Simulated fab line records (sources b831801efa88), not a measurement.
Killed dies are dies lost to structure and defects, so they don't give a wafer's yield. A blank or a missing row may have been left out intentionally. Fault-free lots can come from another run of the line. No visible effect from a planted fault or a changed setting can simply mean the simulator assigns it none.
Which of the tools did it? ; flow gf180mcu ; 12 lots, 36 wafers sampled, at 5 steps of a route of 602

## WHAT THE GAUGES SHOWED, per wafer
GF_DUAL_GATE_OVL_MEAS_11. Usual: DUAL_GATE_OVL gives 1.0 nm (standard deviation 1.3).
lot;measured;on;DUAL_GATE_OVL (nm);flag
L866;day 8 15:14;overlay-02;-0.1 -1.1 -0.3;
L867;day 8 22:38;overlay-02;2.2 1.4 1.6;
L869;day 9 15:29;overlay-02;0.1 -2.2 1.5;
L870;day 9 15:11;overlay-01;2.3 2.6 1.2;
L871;day 9 21:02;overlay-01;1.5 -0.9 -1.0;
L872;day 10 04:17;overlay-01;-0.7 0.6 -0.2;
L874;day 10 22:20;overlay-02;2.0 1.6 2.4;
L878;day 11 21:17;overlay-01;0.0 2.2 1.2;
L879;day 12 01:35;overlay-01;-1.0 1.6 0.1;
L883;day 13 13:08;overlay-01;2.7 2.9 0.4;
L886;day 14 23:02;overlay-02;1.4 2.9 0.6;
L888;day 15 06:50;overlay-01;2.2 1.8 1.0;

## EACH LOT AND THE TOOL THAT RAN IT (in order: tool; ch and the chambers of the sampled wafers; start)
lot;GF_STI_DEHYDRATE_05;GF_STI_ETCH_14;GF_STI_STRIP_15;GF_NWELL_STRIP_10
L866;litho_track-02 ch 0, day 1 23:25;rie_si-02 ch 0,1,3, day 2 06:24;plasma_asher-04 ch 0,1, day 2 06:29;plasma_asher-03 ch 0,1, day 3 13:16
L867;litho_track-04 ch 0, day 2 05:51;rie_si-02 ch 0,1,3, day 2 12:36;plasma_asher-04 ch 0,1, day 2 12:41;plasma_asher-03 ch 0,1, day 3 19:19
L869;litho_track-03 ch 0, day 2 15:44;rie_si-01 ch 1,2,3, day 2 22:53;plasma_asher-01 ch 0,1, day 2 22:58;plasma_asher-03 ch 0,1, day 4 08:55
L870;litho_track-04 ch 0, day 2 20:42;rie_si-01 ch 0,1,2, day 3 03:35;plasma_asher-01 ch 0,1, day 3 03:40;plasma_asher-04 ch 0,1, day 4 11:50
L871;litho_track-04 ch 0, day 3 00:47;rie_si-02 ch 2,3, day 3 07:56;plasma_asher-04 ch 0,1, day 3 08:00;plasma_asher-02 ch 0,1, day 4 16:08
L872;litho_track-03 ch 0, day 3 06:33;rie_si-02 ch 2,3, day 3 13:42;plasma_asher-04 ch 0,1, day 3 13:47;plasma_asher-02 ch 0,1, day 4 22:10
L874;litho_track-04 ch 0, day 3 16:14;rie_si-02 ch 0,2,3, day 3 23:33;plasma_asher-03 ch 0,1, day 3 23:38;plasma_asher-03 ch 0,1, day 5 07:13
L878;litho_track-03 ch 0, day 4 13:18;rie_si-02 ch 0,1,2, day 4 21:12;plasma_asher-03 ch 0,1, day 4 21:17;plasma_asher-04 ch 0,1, day 6 06:07
L879;litho_track-03 ch 0, day 4 18:17;rie_si-02 ch 0,1,2, day 5 01:38;plasma_asher-03 ch 0,1, day 5 01:43;plasma_asher-03 ch 0,1, day 6 10:58
L883;litho_track-03 ch 0, day 5 14:02;rie_si-01 ch 1,2,3, day 5 22:02;plasma_asher-01 ch 0,1, day 5 22:08;plasma_asher-02 ch 0,1, day 7 12:28
L886;litho_track-03 ch 0, day 6 06:57;rie_si-01 ch 0,2,3, day 6 15:14;plasma_asher-01 ch 0,1, day 6 15:18;plasma_asher-02 ch 0,1, day 8 15:55
L888;litho_track-04 ch 0, day 6 19:17;rie_si-01 ch 2,3, day 7 03:11;plasma_asher-01 ch 0,1, day 7 03:15;plasma_asher-03 ch 0,1, day 8 19:31
- GF_STI_DEHYDRATE_05: time 61.03 s.
- GF_STI_ETCH_14: etches Si in HBr/Cl2/O2, target depth 360 nm, time 102.9 s.
- GF_STI_STRIP_15: strips in O2/N2.
- GF_NWELL_STRIP_10: strips in O2/N2.

## WHAT THE TOOLS THEMSELVES READ (means of the sampled wafers that have a number; where no wafer has one, the mark that the record gives instead)
GF_STI_DEHYDRATE_05. Usual: exhaust_pa 45.0 Pa, standard deviation 0.96; plate_sensor_t_centre_C 201.07 C, standard deviation 0.01; plate_sensor_t_edge_C 201.56 C, standard deviation 0.0095.
lot;tool;exhaust_pa (Pa);plate_sensor_t_centre_C (C);plate_sensor_t_edge_C (C);flag
L866;litho_track-02;45.2;201.06;201.57;
L867;litho_track-04;45.3;201.08;201.56;
L869;litho_track-03;44.2;201.07;201.55;
L870;litho_track-04;44.5;201.06;201.56;
L871;litho_track-04;44.6;201.06;201.55;
L872;litho_track-03;45.0;201.08;201.55;
L874;litho_track-04;44.4;201.07;201.56;
L878;litho_track-03;46.3;201.07;201.55;
L879;litho_track-03;46.5;201.08;201.56;
L883;litho_track-03;45.0;201.07;201.55;
L886;litho_track-03;46.3;201.07;201.55;
L888;litho_track-04;45.2;201.07;201.56;

GF_STI_ETCH_14. Usual: drypump_motor_current_A 5.9 A, standard deviation 0.38; oes_product_au 0.998 a.u., standard deviation 0.0072; run_length_s 131.1 s, standard deviation 0.45; throttle_valve_pct 25.660 %, standard deviation 0.01.
lot;tool;drypump_motor_current_A (A);oes_product_au (a.u.);run_length_s (s);throttle_valve_pct (%);flag
L866;rie_si-02;5.7;0.989;130.9;25.654;
L867;rie_si-02;5.7;0.994;130.8;25.675;
L869;rie_si-01;6.3;1.003;131.2;25.660;
L870;rie_si-01;6.0;0.997;131.4;25.670;
L871;rie_si-02;5.6;0.995;131.0;25.667;
L872;rie_si-02;5.6;1.009;131.1;25.657;
L874;rie_si-02;5.5;1.002;128.3;25.665;OFF
L878;rie_si-02;5.7;0.998;128.5;25.658;OFF
L879;rie_si-02;5.7;0.997;128.3;25.663;OFF
L883;rie_si-01;6.3;1.004;131.0;25.655;
L886;rie_si-01;6.2;1.005;131.1;25.650;
L888;rie_si-01;6.6;1.003;131.0;25.661;

GF_STI_STRIP_15. Usual: drypump_motor_current_A 5.5 A, standard deviation 0.47; heater_power_w 323 W, standard deviation 37; oes_product_au 0.384 a.u., standard deviation 0.0051; strip_time_to_endpoint_s 3.73 s, standard deviation 0.038.
lot;tool;drypump_motor_current_A (A);heater_power_w (W);oes_product_au (a.u.);strip_time_to_endpoint_s (s);flag
L866;plasma_asher-04;5.1;342;0.389;3.79;
L867;plasma_asher-04;5.1;353;0.383;3.73;
L869;plasma_asher-01;5.5;320;0.385;3.72;
L870;plasma_asher-01;5.6;305;0.379;3.68;
L871;plasma_asher-04;5.4;308;0.383;3.70;
L872;plasma_asher-04;5.4;307;0.389;3.74;
L874;plasma_asher-03;6.0;330;0.386;3.74;
L878;plasma_asher-03;5.9;331;0.388;3.76;
L879;plasma_asher-03;6.1;340;0.393;3.82;
L883;plasma_asher-01;5.6;301;0.383;3.73;
L886;plasma_asher-01;5.5;319;0.382;3.73;
L888;plasma_asher-01;5.6;304;0.386;3.68;

GF_NWELL_STRIP_10. Usual: drypump_motor_current_A 5.7 A, standard deviation 0.53; heater_power_w 357 W, standard deviation 57; oes_product_au 0.723 a.u., standard deviation 0.0044; strip_time_to_endpoint_s 37.00 s, standard deviation 0.093.
lot;tool;drypump_motor_current_A (A);heater_power_w (W);oes_product_au (a.u.);strip_time_to_endpoint_s (s);flag
L866;plasma_asher-03;5.9;330;0.725;37.00;
L867;plasma_asher-03;6.1;335;0.727;37.10;
L869;plasma_asher-03;6.1;344;0.722;37.08;
L870;plasma_asher-04;5.1;349;0.721;37.05;
L871;plasma_asher-02;5.3;390;0.723;36.99;
L872;plasma_asher-02;5.6;431;0.721;37.00;
L874;plasma_asher-03;6.1;341;0.721;36.96;
L878;plasma_asher-04;5.4;309;0.723;36.88;
L879;plasma_asher-03;6.0;339;0.720;37.00;
L883;plasma_asher-02;5.3;390;0.717;37.07;
L886;plasma_asher-02;5.6;436;0.719;36.98;
L888;plasma_asher-03;6.1;338;0.725;36.94;

## THE ANSWER, worked out from the rows above alone
Rule: take the mean of a lot's wafers that have a number; if it is more than 3 standard deviations from the usual mean, the lot is off. Also off: a lot with no number at a reading for which 4 or more lots have one. Where the step has rows for the other lots, those lots are counted as sound. After the gauges, taken in route order, come the tools' own readings; for these a lot's mean is taken, as printed above. At the first step where some lot is off, the reading lying furthest off is the one used; lots without a number count as furthest.
Off, at GF_STI_ETCH_14 on run_length_s: L874, L878, L879.
A tool fits if, at that step or a process step before it, it ran every lot that is off, and no sound lot after the first of them. One fits: rie_si-02 at GF_STI_ETCH_14. Its last sound lot is L872 (day 3 13:42), its first lot that is off L874 (day 3 23:33): a fault that began between those two fits.
On the lots that are off, the tool's own readings at GF_STI_ETCH_14 differ by more than 5 times the standard deviation of the sound lots' means, which bears it out; run_length_s reads 128.4 s there versus 131.1 s on the sound lots.

## WHAT THE SIMULATOR HAD INSERTED
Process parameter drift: rie_si-02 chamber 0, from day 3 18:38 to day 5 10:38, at GF_STI_ETCH_14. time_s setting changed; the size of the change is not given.
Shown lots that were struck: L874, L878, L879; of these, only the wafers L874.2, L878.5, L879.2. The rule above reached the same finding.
